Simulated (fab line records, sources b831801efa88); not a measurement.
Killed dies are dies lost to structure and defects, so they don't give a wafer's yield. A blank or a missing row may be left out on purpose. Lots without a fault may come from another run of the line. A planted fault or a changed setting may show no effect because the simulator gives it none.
Which tool did it? | flow gf180mcu | 11 lots, 33 wafers sampled, at 4 steps of a route of 602

WHAT THE GAUGES READ, wafer by wafer
GF_PSD_RS_MEAS_14: measures by four-point-probe.
lot  | measured     | on            | NSD_RS (ohm/sq)
L217 | day 14 05:00 | film_metro-02 | 45.98 46.11 46.06
L218 | day 14 11:19 | film_metro-01 | 46.22 46.21 46.20
L219 | day 15 00:58 | film_metro-04 | 46.16 46.08 46.10
L225 | day 16 23:30 | film_metro-04 | 48.67 48.65 48.62
L227 | day 17 22:16 | film_metro-04 | 48.66 48.67 48.69
L230 | day 18 15:56 | film_metro-04 | 46.08 46.19 46.17
L231 | day 19 04:56 | film_metro-04 | 46.18 46.07 46.18
L232 | day 19 13:31 | film_metro-01 | 46.12 46.18 46.14
L233 | day 20 00:32 | film_metro-02 | 46.10 46.08 46.18
L238 | day 21 13:16 | film_metro-04 | 46.02 46.03 45.99
L240 | day 22 14:23 | film_metro-04 | 46.26 46.06 46.20

WHICH TOOL RAN EACH LOT (tool, then ch and the chambers of the sampled wafers, then the start)
lot  | GF_VT_IMPLANT_STRIP_42               | GF_NSD_IMPLANT_09               | GF_NSD_STRIP_11
L217 | plasma_asher-01 ch 0,1, day 7 13:59  | implanter-03 ch 0, day 13 08:28 | plasma_asher-01 ch 0,1, day 13 08:46
L218 | plasma_asher-01 ch 0,1, day 7 18:09  | implanter-03 ch 0, day 13 14:10 | plasma_asher-01 ch 0,1, day 13 14:26
L219 | plasma_asher-02 ch 0,1, day 8 03:46  | implanter-01 ch 0, day 14 03:23 | plasma_asher-01 ch 0,1, day 14 03:38
L225 | plasma_asher-03 ch 0,1, day 9 19:29  | implanter-03 ch 0, day 16 00:14 | plasma_asher-01 ch 0,1, day 16 00:32
L227 | plasma_asher-03 ch 0,1, day 10 11:44 | implanter-03 ch 0, day 16 22:08 | plasma_asher-02 ch 0,1, day 16 22:25
L230 | plasma_asher-01 ch 0,1, day 11 02:59 | implanter-02 ch 0, day 17 15:43 | plasma_asher-02 ch 0,1, day 17 15:58
L231 | plasma_asher-03 ch 0,1, day 11 11:51 | implanter-02 ch 0, day 18 03:53 | plasma_asher-03 ch 0,1, day 18 04:08
L232 | plasma_asher-02 ch 1, day 11 20:12   | implanter-01 ch 0, day 18 12:23 | plasma_asher-03 ch 0, day 18 12:41
L233 | plasma_asher-03 ch 0,1, day 12 00:56 | implanter-01 ch 0, day 18 22:54 | plasma_asher-03 ch 0,1, day 18 23:12
L238 | plasma_asher-03 ch 0,1, day 13 09:52 | implanter-03 ch 0, day 20 12:28 | plasma_asher-01 ch 0,1, day 20 12:46
L240 | plasma_asher-03 ch 0,1, day 14 07:03 | implanter-01 ch 0, day 21 14:14 | plasma_asher-01 ch 1, day 21 14:30
- GF_VT_IMPLANT_STRIP_42: strips in O2/N2.
- GF_NSD_IMPLANT_09
- GF_NSD_STRIP_11: strips in O2/N2.

THE ANSWER, worked out from the rows above alone
Rule: what is usual is taken from the lots themselves. Put in order of their means at a reading, lots are off if they are a third of the lots or fewer, leave a main group of 4 or more, and stand apart from it by a gap of 3 or more times the standard deviation of the main group's means; of several such gaps the widest counts. A main group whose means are all the same, to the digits that the tables above print for the reading, isn't used. A lot without any number at a reading at which 4 lots or more have one is off too. The other lots that the step has rows for count as sound.
Off: L225, L227, at GF_PSD_RS_MEAS_14 (NSD_RS). The main group: mean 46.12 ohm/sq, standard deviation 0.057.
A tool fits if, at a process step before that reading, it ran every lot that is off, and no sound lot after the first of them. The gauges at GF_PSD_RS_MEAS_14 are tried like those tools. None of those tried fits.

WHAT THE SIMULATOR HAD PUT IN
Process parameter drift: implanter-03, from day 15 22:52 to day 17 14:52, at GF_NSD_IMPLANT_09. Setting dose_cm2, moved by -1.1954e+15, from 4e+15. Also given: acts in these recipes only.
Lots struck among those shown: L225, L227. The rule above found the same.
